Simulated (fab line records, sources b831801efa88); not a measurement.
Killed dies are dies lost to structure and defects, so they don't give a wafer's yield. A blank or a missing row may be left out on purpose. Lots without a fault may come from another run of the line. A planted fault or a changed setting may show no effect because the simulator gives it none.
Tool commonality check | flow sky130 | 11 lots, 32 wafers sampled

WHY IT WAS OPENED
At SKY_VIA1_RS_MEAS_22 the reading VIA1_W_RS is flagged on 2 of 11 lots. Wafers without a fault read 0.427 ohm/sq, standard deviation 0.006.
Rule: a lot is flagged when every wafer of it that has a number lies more than 4 standard deviations from that mean, or none has a number. The other lots count as sound.

lot  | measured     | on            | VIA1_W_RS (ohm/sq), wafer by wafer | flag
L865 | day 34 12:41 | film_metro-03 | 0.429 0.428 0.427                  |
L864 | day 34 18:32 | film_metro-04 | 0.424 0.424 0.420                  |
L866 | day 35 14:11 | film_metro-02 | 0.439 0.434 0.428                  |
L869 | day 35 19:46 | film_metro-03 | 0.426 0.426 0.425                  |
L871 | day 38 08:32 | film_metro-04 | 0.431 0.433 0.427                  |
L875 | day 38 11:23 | film_metro-04 | 0.419 0.429 0.423                  |
L877 | day 38 11:35 | film_metro-02 | 0.413 0.424 0.413                  |
L881 | day 39 17:07 | film_metro-02 | 0.347 0.354                        | FLAGGED
L884 | day 39 21:37 | film_metro-03 | 0.340 0.346 0.349                  | FLAGGED
L886 | day 40 16:53 | film_metro-04 | 0.423 0.425 0.425                  |
L887 | day 40 21:07 | film_metro-04 | 0.423 0.426 0.420                  |
The numbers of the flagged lots are 0.347 ohm/sq on average: -0.080 ohm/sq against the usual, or -13 standard deviations.

WHICH TOOL RAN EACH LOT
The record holds 1 process step before the reading, out of a route of 708 steps. In each cell: the tool, then ch and the chambers that the sampled wafers went through, then the start.
lot  | flag    | SKY_VIA1_CVD_21
L865 |         | cvd_w-02 ch 0, day 34 12:36
L864 |         | cvd_w-01 ch 1, day 34 18:25
L866 |         | cvd_w-01 ch 0,1, day 35 14:05
L869 |         | cvd_w-01 ch 0, day 35 19:39
L871 |         | cvd_w-01 ch 0, day 38 08:25
L875 |         | cvd_w-02 ch 0,1, day 38 11:17
L877 |         | cvd_w-01 ch 0,1, day 38 11:29
L881 | FLAGGED | cvd_w-01 ch 0,1, day 39 16:59
L884 | FLAGGED | cvd_w-01 ch 0,1, day 39 21:31
L886 |         | cvd_w-02 ch 0,1, day 40 16:46
L887 |         | cvd_w-02 ch 0,1, day 40 20:57
What these steps do:
- SKY_VIA1_CVD_21: deposits W, target thk 270 nm, time 80.902 s.
- SKY_VIA1_RS_MEAS_22: measures by four-point-probe.

FLAGGED OVER TOTAL, TOOL BY TOOL (the gauges that took the reading come last)
step                | tool          | lots run | flagged | share of the flagged lots | sound lots run after its first flagged lot
SKY_VIA1_CVD_21     | cvd_w-01      | 7        | 2       | all                       | 0
SKY_VIA1_CVD_21     | cvd_w-02      | 4        | 0       | none                      | -
SKY_VIA1_RS_MEAS_22 | film_metro-02 | 3        | 1       | some                      | 0
SKY_VIA1_RS_MEAS_22 | film_metro-03 | 3        | 1       | some                      | 0
SKY_VIA1_RS_MEAS_22 | film_metro-04 | 5        | 0       | none                      | -

WHAT THE TABLE ALLOWS
1 row of the table ran every flagged lot: cvd_w-01 at SKY_VIA1_CVD_21.
- cvd_w-01 at SKY_VIA1_CVD_21: 2 of its 7 lots flagged. Its last sound lot is L877 (day 38 11:29), its first flagged lot L881 (day 39 16:59): a fault that began between those two fits. Its own readings lie more than 4 standard deviations out on every wafer of the flagged lots: chamber_pressure_Torr.
One tool is left: cvd_w-01 at SKY_VIA1_CVD_21.

WHAT THE SIMULATOR HAD PUT IN
Process parameter drift: cvd_w-01, from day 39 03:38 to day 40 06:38, at SKY_VIA1_CVD_21. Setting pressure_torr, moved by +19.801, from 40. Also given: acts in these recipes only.
Lots struck among those shown: L881, L884. The rule above found the same.
